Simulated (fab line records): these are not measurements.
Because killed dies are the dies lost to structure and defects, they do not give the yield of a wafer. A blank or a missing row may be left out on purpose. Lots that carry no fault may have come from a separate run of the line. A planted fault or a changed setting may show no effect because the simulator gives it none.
Check of tool commonality + flow gf180mcu + 11 lots and 33 wafers in the sample

## WHAT PROMPTED THE OPENING
2 of 11 lots carry a flag on the reading V4_CVD_00_THK at GF_V4_THK_MEAS_01. No-fault wafers: 602 nm, standard deviation 5.2.
Rule: a lot gets a flag if all its wafers with a number sit over 4 standard deviations from that mean, or if no wafer of it has a number. The rest of the lots are taken to be sound.

| lot  | measured     | on            | V4_CVD_00_THK (nm), wafer by wafer | flag    |
|------|--------------|---------------|------------------------------------|---------|
| L226 | day 23 20:43 | film metro-01 | 602 599 603                        |         |
| L228 | day 24 08:37 | film metro-01 | 606 611 612                        |         |
| L229 | day 24 20:09 | film metro-01 | 1217 1203 1205                     | FLAGGED |
| L230 | day 25 07:11 | film metro-04 | 1220 1201 1195                     | FLAGGED |
| L234 | day 26 13:24 | film metro-04 | 598 602 605                        |         |
| L240 | day 28 14:37 | film metro-01 | 602 597 598                        |         |
| L243 | day 29 03:25 | film metro-01 | 602 597 598                        |         |
| L245 | day 29 18:58 | film metro-01 | 600 605 607                        |         |
| L246 | day 30 01:05 | film metro-01 | 599 608 594                        |         |
| L247 | day 30 03:56 | film metro-04 | 600 603 595                        |         |
| L248 | day 30 10:08 | film metro-04 | 610 614 605                        |         |
The numbers of the flagged lots are 1207 nm on average: +605 nm against the usual, or +99 or more standard deviations.

## EACH LOT AND THE TOOL IT RAN ON
Before the reading, the record contains 2 process steps out of a 602-step route. Cell contents, in order: the tool; ch with the chambers the sampled wafers went through; the start.
| lot  | flag    | GF_V3_ETCH_16                      | GF_V4_CVD_00                     |
|------|---------|------------------------------------|----------------------------------|
| L226 |         | rie diel-04 ch 0,1,3, day 22 21:59 | hdpcvd-02 ch 0,1,2, day 23 20:37 |
| L228 |         | rie diel-03 ch 0,1,3, day 23 08:28 | hdpcvd-01 ch 0,1,2, day 24 08:32 |
| L229 | FLAGGED | rie diel-01 ch 1,2, day 23 19:01   | hdpcvd-01 ch 0,1,2, day 24 19:49 |
| L230 | FLAGGED | rie diel-01 ch 0,1,2, day 24 06:29 | hdpcvd-01 ch 0,2, day 25 06:53   |
| L234 |         | rie diel-03 ch 0,1,2, day 25 14:08 | hdpcvd-01 ch 0,1, day 26 13:19   |
| L240 |         | rie diel-01 ch 1,3, day 27 16:53   | hdpcvd-01 ch 1,2, day 28 14:32   |
| L243 |         | rie diel-01 ch 0,2,3, day 28 05:10 | hdpcvd-02 ch 1,2, day 29 03:21   |
| L245 |         | rie diel-01 ch 1,2,3, day 28 21:55 | hdpcvd-02 ch 0,1,2, day 29 18:54 |
| L246 |         | rie diel-04 ch 0,2, day 29 03:38   | hdpcvd-02 ch 0,1,2, day 30 01:01 |
| L247 |         | rie diel-04 ch 0,1,2, day 29 07:01 | hdpcvd-02 ch 1,2, day 30 03:51   |
| L248 |         | rie diel-04 ch 0,2,3, day 29 13:17 | hdpcvd-02 ch 0,1,2, day 30 10:03 |
These steps, and what they do:
- GF_V3_ETCH_16: etches BARC in N2/H2.
- GF_V4_CVD_00: deposits SiO2, target thk 600 nm, time 100 s.
- GF_V4_THK_MEAS_01

## FLAGGED AGAINST TOTAL, ONE TOOL AT A TIME (gauges that did the reading follow at the end)
| step              | tool          | lots run | flagged | share of the flagged lots | sound lots run after its first flagged lot |
|-------------------|---------------|----------|---------|---------------------------|--------------------------------------------|
| GF_V3_ETCH_16     | rie diel-01   | 5        | 2       | all                       | 3 (L240,L243,L245)                         |
| GF_V3_ETCH_16     | rie diel-03   | 2        | 0       | none                      | -                                          |
| GF_V3_ETCH_16     | rie diel-04   | 4        | 0       | none                      | -                                          |
| GF_V4_CVD_00      | hdpcvd-01     | 5        | 2       | all                       | 2 (L234,L240)                              |
| GF_V4_CVD_00      | hdpcvd-02     | 6        | 0       | none                      | -                                          |
| GF_V4_THK_MEAS_01 | film metro-01 | 7        | 1       | some                      | 4 (L240,L243,L245,L246)                    |
| GF_V4_THK_MEAS_01 | film metro-04 | 4        | 1       | some                      | 3 (L234,L247,L248)                         |

## WHAT THE TABLE PERMITS
2 rows of the table ran every flagged lot: rie diel-01 at GF_V3_ETCH_16, hdpcvd-01 at GF_V4_CVD_00.
- rie diel-01 at GF_V3_ETCH_16: 2 of its 5 lots flagged. Sound lots ran on it after the first flagged one (L240, L243, L245), which a lasting fault on the whole tool wouldn't allow.
- hdpcvd-01 at GF_V4_CVD_00: 2 of its 5 lots flagged. Sound lots ran on it after the first flagged one (L234, L240), which a lasting fault on the whole tool wouldn't allow.
Not one row of the table ran every flagged lot while running no sound lot after the first.

## WHAT THE SIMULATOR HAD INSERTED
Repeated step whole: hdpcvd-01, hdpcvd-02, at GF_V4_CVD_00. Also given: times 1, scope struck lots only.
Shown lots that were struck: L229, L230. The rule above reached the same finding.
